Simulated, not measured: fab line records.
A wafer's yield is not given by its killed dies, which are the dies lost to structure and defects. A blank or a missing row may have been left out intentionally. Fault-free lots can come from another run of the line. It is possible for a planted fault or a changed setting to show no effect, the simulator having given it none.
Which tool was responsible? ; flow sky130 ; Sampling: 11 lots, 33 wafers, 3 of 708 route steps

## WHAT THE GAUGES READ, wafer by wafer
SKY_SONOS_TUNNEL_CD_MEAS_07: the cd target is 410 nm. Usual: cdNm at 409.5 nm, with a standard deviation of 2.
lot;measured;on;cdNm (nm);flag
L860;day 11 13:12;cdSem-01;413.4 411.1 411.0;
L861;day 11 20:19;cdSem-02;408.4 408.8 410.0;
L862;day 12 00:15;cdSem-01;412.5 410.7 411.0;
L864;day 13 08:59;cdSem-01;409.5 410.8 409.8;
L867;day 14 01:35;cdSem-02;411.4 411.1 413.2;
L868;day 14 01:52;cdSem-01;408.2 409.3 407.4;
L869;day 14 13:41;cdSem-01;410.0 410.3 411.0;
L870;day 15 00:08;cdSem-01;408.9 410.8 408.3;
L879;day 17 14:48;cdSem-01;409.8 407.4 406.8;
L881;day 18 16:38;cdSem-02;408.4 407.2 409.0;
L883;day 18 22:37;cdSem-01;405.6 410.4 406.5;

SKY_SONOS_ONO_THK_MEAS_05. Usual: SONOS_ONO_CVD_04_THK typically reads 5.72 nm, with standard deviation 0.12.
lot;measured;on;SONOS_ONO_CVD_04_THK (nm);flag
L860;day 12 21:35;filmMetro-04;5.72 5.80 5.72;
L861;day 12 21:36;filmMetro-03;5.88 5.80 5.73;
L862;day 12 22:51;filmMetro-03;5.68 5.63 5.75;
L864;day 13 13:24;filmMetro-03;5.74 5.72 5.79;
L867;day 14 07:48;filmMetro-02;5.77 5.85 5.70;
L868;day 14 07:47;filmMetro-03;5.72 5.88 5.73;
L869;day 14 20:13;filmMetro-03;5.54 5.50 5.57;
L870;day 15 06:16;filmMetro-04;5.71 5.66 5.71;
L879;day 17 21:03;filmMetro-03;5.68 5.64 5.57;
L881;day 19 00:13;filmMetro-04;5.81 5.93 5.93;
L883;day 19 05:02;filmMetro-03;5.75 5.86 5.78;

## WHAT TOOL EACH LOT RAN ON (gives the tool, then ch and the chambers of the sampled wafers, and finally the start)
lot;SKY_VT_ADJUST_PCH_STRIP_09
L860;plasmaAsher-02 ch 0,1, day 10 13:27
L861;plasmaAsher-02 ch 0,1, day 10 20:59
L862;plasmaAsher-02 ch 0,1, day 11 00:29
L864;plasmaAsher-03 ch 0,1, day 12 11:20
L867;plasmaAsher-04 ch 1, day 12 23:21
L868;plasmaAsher-03 ch 0,1, day 12 23:35
L869;plasmaAsher-03 ch 0,1, day 13 11:27
L870;plasmaAsher-02 ch 0,1, day 13 21:36
L879;plasmaAsher-03 ch 0,1, day 16 10:32
L881;plasmaAsher-02 ch 0,1, day 17 10:35
L883;plasmaAsher-02 ch 0,1, day 17 16:36
- SKY_VT_ADJUST_PCH_STRIP_09: strips in O2/N2.

## AS READ BY THE TOOLS THEMSELVES (means over the sampled wafers that have a number; for cases with no such wafer, the mark the record gives instead)
SKY_VT_ADJUST_PCH_STRIP_09. Usual: chamberPressureMTorr 1500.0 mTorr, standard deviation 1.4; drypumpMotorCurrentA 5.7 A, standard deviation 0.35; oesProductAu 0.723 a.u., standard deviation 0.0047; stripTimeToEndpointS 36.97 s, standard deviation 0.098.
lot;tool;chamberPressureMTorr (mTorr);drypumpMotorCurrentA (A);oesProductAu (a.u.);stripTimeToEndpointS (s);flag
L860;plasmaAsher-02;1499.8;5.3;0.727;37.06;
L861;plasmaAsher-02;1499.7;5.3;0.721;37.01;
L862;plasmaAsher-02;1499.7;5.5;0.721;36.99;
L864;plasmaAsher-03;1500.1;5.6;0.722;36.99;
L867;plasmaAsher-04;1499.0;6.3;0.725;37.08;
L868;plasmaAsher-03;1500.3;5.6;0.724;36.99;
L869;plasmaAsher-03;1500.8;5.6;0.723;37.00;
L870;plasmaAsher-02;1499.0;5.3;0.725;36.97;
L879;plasmaAsher-03;1498.6;5.7;0.725;37.07;
L881;plasmaAsher-02;1500.4;5.5;0.723;36.79;
L883;plasmaAsher-02;1498.8;5.3;0.723;36.91;

## THE ANSWER, worked out from the rows above alone
Rule: lot off if the mean of its wafers having a number is beyond 3 standard deviations from the usual mean. A lot without any number at a reading at which 4 lots or more have one is off too. Where the step has rows for the other lots, those lots are counted as sound. After the gauges, taken in route order, come the tools' own readings; for these a lot's mean is taken, as printed above. At the first step where some lot is off, the reading lying furthest off is the one used; lots without a number count as furthest.
None of the lots is off at any reading shown; this tells nothing.

## WHAT THE SIMULATOR HAD PUT IN
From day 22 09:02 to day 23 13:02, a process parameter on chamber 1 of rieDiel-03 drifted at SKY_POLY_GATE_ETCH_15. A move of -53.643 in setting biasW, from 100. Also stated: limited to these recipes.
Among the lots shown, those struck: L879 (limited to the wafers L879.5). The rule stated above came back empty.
